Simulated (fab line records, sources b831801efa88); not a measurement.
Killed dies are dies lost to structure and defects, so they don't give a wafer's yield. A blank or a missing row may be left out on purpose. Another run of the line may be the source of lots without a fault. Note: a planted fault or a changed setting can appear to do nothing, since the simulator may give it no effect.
Which tool was responsible? || flow sky130 || 9 lots with 27 wafers sampled at 6 steps, on a route of 708 steps

WHAT THE GAUGES READ, wafer by wafer
SKY_METAL1_OVL_MEAS_16. Usual: METAL1_OVL gives 1 nm (standard deviation 5).
{"lot": "L521", "measured": "day 32 18:59", "on": "overlay-01", "METAL1_OVL (nm)": "11 11 9", "flag": ""}
{"lot": "L524", "measured": "day 33 19:11", "on": "overlay-01", "METAL1_OVL (nm)": "5 -11 -5", "flag": ""}
{"lot": "L528", "measured": "day 35 03:49", "on": "overlay-02", "METAL1_OVL (nm)": "0 -7 4", "flag": ""}
{"lot": "L530", "measured": "day 35 22:07", "on": "overlay-02", "METAL1_OVL (nm)": "1 -2 5", "flag": ""}
{"lot": "L533", "measured": "day 38 15:03", "on": "overlay-02", "METAL1_OVL (nm)": "0 2 -8", "flag": ""}
{"lot": "L535", "measured": "day 38 19:29", "on": "overlay-02", "METAL1_OVL (nm)": "3 3 -3", "flag": ""}
{"lot": "L538", "measured": "day 39 02:06", "on": "overlay-02", "METAL1_OVL (nm)": "-4 -8 -10", "flag": ""}
{"lot": "L539", "measured": "day 39 03:37", "on": "overlay-01", "METAL1_OVL (nm)": "8 -1 3", "flag": ""}
{"lot": "L540", "measured": "day 39 08:46", "on": "overlay-02", "METAL1_OVL (nm)": "-4 -2 -1", "flag": ""}

SKY_METAL2_RS_MEAS_05: measures by four-point-probe. Usual: METAL2_ALCU_RS gives 0.1271 ohm/sq (standard deviation 0.0016).
{"lot": "L521", "measured": "day 34 01:05", "on": "film metro-03", "METAL2_ALCU_RS (ohm/sq)": "0.1256 0.1264 0.1269", "flag": ""}
{"lot": "L524", "measured": "day 35 01:27", "on": "film metro-01", "METAL2_ALCU_RS (ohm/sq)": "0.1265 0.1282 0.1268", "flag": ""}
{"lot": "L528", "measured": "day 36 09:06", "on": "film metro-02", "METAL2_ALCU_RS (ohm/sq)": "0.1266 0.1257 0.1251", "flag": ""}
{"lot": "L530", "measured": "day 37 02:44", "on": "film metro-01", "METAL2_ALCU_RS (ohm/sq)": "0.1275 0.1255 0.1248", "flag": ""}
{"lot": "L533", "measured": "day 39 19:59", "on": "film metro-02", "METAL2_ALCU_RS (ohm/sq)": "0.1727 0.1753 0.1735 0.1730 0.1755 0.1728", "flag": "OFF"}
{"lot": "L535", "measured": "day 40 00:10", "on": "film metro-02", "METAL2_ALCU_RS (ohm/sq)": "0.1718 0.1734 0.1727 0.1718 0.1733 0.1729", "flag": "OFF"}
{"lot": "L538", "measured": "day 40 05:49", "on": "film metro-03", "METAL2_ALCU_RS (ohm/sq)": "0.1770 0.1764 0.1771 0.1769 0.1760 0.1772", "flag": "OFF"}
{"lot": "L539", "measured": "day 40 07:29", "on": "film metro-03", "METAL2_ALCU_RS (ohm/sq)": "0.1263 0.1255 0.1271", "flag": ""}
{"lot": "L540", "measured": "day 40 12:22", "on": "film metro-02", "METAL2_ALCU_RS (ohm/sq)": "0.1272 0.1260 0.1275", "flag": ""}

SKY_METAL2_THK_MEAS_06: measures by xrf. Usual: METAL2_ALCU_THK gives 245 nm (standard deviation 3.5).
{"lot": "L521", "measured": "day 34 01:11", "on": "film metro-03", "METAL2_ALCU_THK (nm)": "244 243 242", "flag": ""}
{"lot": "L524", "measured": "day 35 01:32", "on": "film metro-01", "METAL2_ALCU_THK (nm)": "251 244 248", "flag": ""}
{"lot": "L528", "measured": "day 36 09:13", "on": "film metro-02", "METAL2_ALCU_THK (nm)": "246 247 247", "flag": ""}
{"lot": "L530", "measured": "day 37 02:51", "on": "film metro-01", "METAL2_ALCU_THK (nm)": "245 250 249", "flag": ""}
{"lot": "L533", "measured": "day 40 01:55", "on": "film metro-02", "METAL2_ALCU_THK (nm)": "200 197 199 199 197 198", "flag": "OFF"}
{"lot": "L535", "measured": "day 40 07:14", "on": "film metro-02", "METAL2_ALCU_THK (nm)": "202 200 200 200 199 201", "flag": "OFF"}
{"lot": "L538", "measured": "day 40 11:31", "on": "film metro-03", "METAL2_ALCU_THK (nm)": "193 193 192 194 193 192", "flag": "OFF"}
{"lot": "L539", "measured": "day 40 07:37", "on": "film metro-03", "METAL2_ALCU_THK (nm)": "244 247 244", "flag": ""}
{"lot": "L540", "measured": "day 40 12:29", "on": "film metro-02", "METAL2_ALCU_THK (nm)": "248 248 247", "flag": ""}

SKY_METAL2_CD_MEAS_15: target cd 140 nm. Usual: cd nm reads 139.6 nm (standard deviation 1.6).
{"lot": "L521", "measured": "day 35 04:59", "on": "cd sem-02", "cd nm (nm)": "140.7 141.5 141.6", "flag": ""}
{"lot": "L524", "measured": "day 36 04:10", "on": "cd sem-02", "cd nm (nm)": "139.9 139.3 139.3", "flag": ""}
{"lot": "L528", "measured": "day 37 10:23", "on": "cd sem-02", "cd nm (nm)": "135.0 136.6 136.3", "flag": ""}
{"lot": "L530", "measured": "day 38 04:17", "on": "cd sem-01", "cd nm (nm)": "138.7 139.9 138.4", "flag": ""}
{"lot": "L533", "measured": "day 40 20:07", "on": "cd sem-02", "cd nm (nm)": "141.3 139.8 139.6", "flag": ""}
{"lot": "L535", "measured": "day 41 00:17", "on": "cd sem-02", "cd nm (nm)": "139.2 139.2 139.4", "flag": ""}
{"lot": "L538", "measured": "day 41 05:51", "on": "cd sem-02", "cd nm (nm)": "143.0 142.6 142.0", "flag": ""}
{"lot": "L539", "measured": "day 41 07:34", "on": "cd sem-02", "cd nm (nm)": "138.7 139.6 138.9", "flag": ""}
{"lot": "L540", "measured": "day 41 12:46", "on": "cd sem-02", "cd nm (nm)": "140.3 140.2 139.9", "flag": ""}

TOOL THAT RAN EACH LOT (tool first, then ch and the chambers of the sampled wafers, then the start)
{"lot": "L521", "SKY_METAL1_DESCUM_17": "rie metal-02 ch 0,1, day 32 19:01", "SKY_METAL2_SPUTTER_02": "pvd sputter-01, day 34 00:58"}
{"lot": "L524", "SKY_METAL1_DESCUM_17": "rie metal-01 ch 0,1, day 33 19:13", "SKY_METAL2_SPUTTER_02": "pvd sputter-03, day 35 01:18"}
{"lot": "L528", "SKY_METAL1_DESCUM_17": "rie metal-01 ch 0,1, day 35 03:52", "SKY_METAL2_SPUTTER_02": "pvd sputter-01, day 36 09:01"}
{"lot": "L530", "SKY_METAL1_DESCUM_17": "rie metal-03 ch 0,1, day 35 22:10", "SKY_METAL2_SPUTTER_02": "pvd sputter-02, day 37 02:38"}
{"lot": "L533", "SKY_METAL1_DESCUM_17": "rie metal-01 ch 0,1, day 38 15:05", "SKY_METAL2_SPUTTER_02": "pvd sputter-01, day 39 19:54"}
{"lot": "L535", "SKY_METAL1_DESCUM_17": "rie metal-03 ch 0,1, day 38 19:31", "SKY_METAL2_SPUTTER_02": "pvd sputter-01, day 40 00:04"}
{"lot": "L538", "SKY_METAL1_DESCUM_17": "rie metal-01 ch 0, day 39 02:08", "SKY_METAL2_SPUTTER_02": "pvd sputter-01, day 40 05:44"}
{"lot": "L539", "SKY_METAL1_DESCUM_17": "rie metal-02 ch 0,1, day 39 03:39", "SKY_METAL2_SPUTTER_02": "pvd sputter-02, day 40 07:23"}
{"lot": "L540", "SKY_METAL1_DESCUM_17": "rie metal-03 ch 0,1, day 39 08:48", "SKY_METAL2_SPUTTER_02": "pvd sputter-02, day 40 12:16"}
- SKY_METAL1_DESCUM_17: chemistry O2, time 8 s.
- SKY_METAL2_SPUTTER_02: material AlCu, target thk 250 nm, time 13.3 s.

AS READ BY THE TOOLS THEMSELVES (means over the sampled wafers that have a number; for cases with no such wafer, the mark the record gives instead)
SKY_METAL1_DESCUM_17. Usual: drypump motor current A 5.83 A, standard deviation 0.29; oes product au 0.994 a.u., standard deviation 0.0071; temp c 39.99 C, standard deviation 0.12.
{"lot": "L521", "tool": "rie metal-02", "drypump motor current A (A)": 5.67, "oes product au (a.u.)": 1.001, "temp c (C)": 39.98, "flag": ""}
{"lot": "L524", "tool": "rie metal-01", "drypump motor current A (A)": 5.76, "oes product au (a.u.)": 0.996, "temp c (C)": 39.90, "flag": ""}
{"lot": "L528", "tool": "rie metal-01", "drypump motor current A (A)": 5.99, "oes product au (a.u.)": 0.993, "temp c (C)": 40.03, "flag": ""}
{"lot": "L530", "tool": "rie metal-03", "drypump motor current A (A)": 6.02, "oes product au (a.u.)": 0.993, "temp c (C)": 39.89, "flag": ""}
{"lot": "L533", "tool": "rie metal-01", "drypump motor current A (A)": 5.98, "oes product au (a.u.)": 0.999, "temp c (C)": 39.99, "flag": ""}
{"lot": "L535", "tool": "rie metal-03", "drypump motor current A (A)": 5.90, "oes product au (a.u.)": 0.993, "temp c (C)": 39.97, "flag": ""}
{"lot": "L538", "tool": "rie metal-01", "drypump motor current A (A)": 5.51, "oes product au (a.u.)": 0.994, "temp c (C)": 40.03, "flag": ""}
{"lot": "L539", "tool": "rie metal-02", "drypump motor current A (A)": 5.66, "oes product au (a.u.)": 0.994, "temp c (C)": 40.03, "flag": ""}
{"lot": "L540", "tool": "rie metal-03", "drypump motor current A (A)": 5.88, "oes product au (a.u.)": 0.990, "temp c (C)": 39.99, "flag": ""}

SKY_METAL2_SPUTTER_02. Usual: throttle valve pct reads 29.4 % (standard deviation 1.1).
{"lot": "L521", "tool": "pvd sputter-01", "throttle valve pct (%)": 29.1, "flag": ""}
{"lot": "L524", "tool": "pvd sputter-03", "throttle valve pct (%)": 29.9, "flag": ""}
{"lot": "L528", "tool": "pvd sputter-01", "throttle valve pct (%)": 28.9, "flag": ""}
{"lot": "L530", "tool": "pvd sputter-02", "throttle valve pct (%)": 29.5, "flag": ""}
{"lot": "L533", "tool": "pvd sputter-01", "throttle valve pct (%)": 28.7, "flag": ""}
{"lot": "L535", "tool": "pvd sputter-01", "throttle valve pct (%)": 29.2, "flag": ""}
{"lot": "L538", "tool": "pvd sputter-01", "throttle valve pct (%)": 28.4, "flag": ""}
{"lot": "L539", "tool": "pvd sputter-02", "throttle valve pct (%)": 30.1, "flag": ""}
{"lot": "L540", "tool": "pvd sputter-02", "throttle valve pct (%)": 29.7, "flag": ""}

THE ANSWER, worked out from the rows above alone
Rule: take the mean of a lot's wafers that have a number; if it is more than 3 standard deviations from the usual mean, the lot is off. Also off: a lot with no number at a reading for which 4 or more lots have one. All remaining lots with rows at the step are treated as sound. Order of review: gauges by route order, followed by the tools' own readings, for which a lot's mean as printed above is used. The first step at which some lot is off is used, and at that step the reading that is off furthest; a lot without a number counts as furthest.
Off: L533, L535, L538, at SKY_METAL2_RS_MEAS_05 (METAL2_ALCU_RS).
If a tool, at a process step before that reading, ran all the lots that are off and no sound lot after the first of them, it fits. Gauges at SKY_METAL2_RS_MEAS_05: tried the same way as those tools. One candidate fits, namely pvd sputter-01 at SKY_METAL2_SPUTTER_02. Its last sound lot is L528 (day 36 09:01), its first lot that is off L533 (day 39 19:54): a fault that began between those two fits.

WHAT HAD BEEN PUT IN BY THE SIMULATOR
Site profile drift: pvd sputter-01, from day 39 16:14 on, at SKY_METAL2_SPUTTER_02. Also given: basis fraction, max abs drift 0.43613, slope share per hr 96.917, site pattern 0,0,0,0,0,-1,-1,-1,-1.
Struck lots among those shown: L533, L535, L538. The rule above found the same.
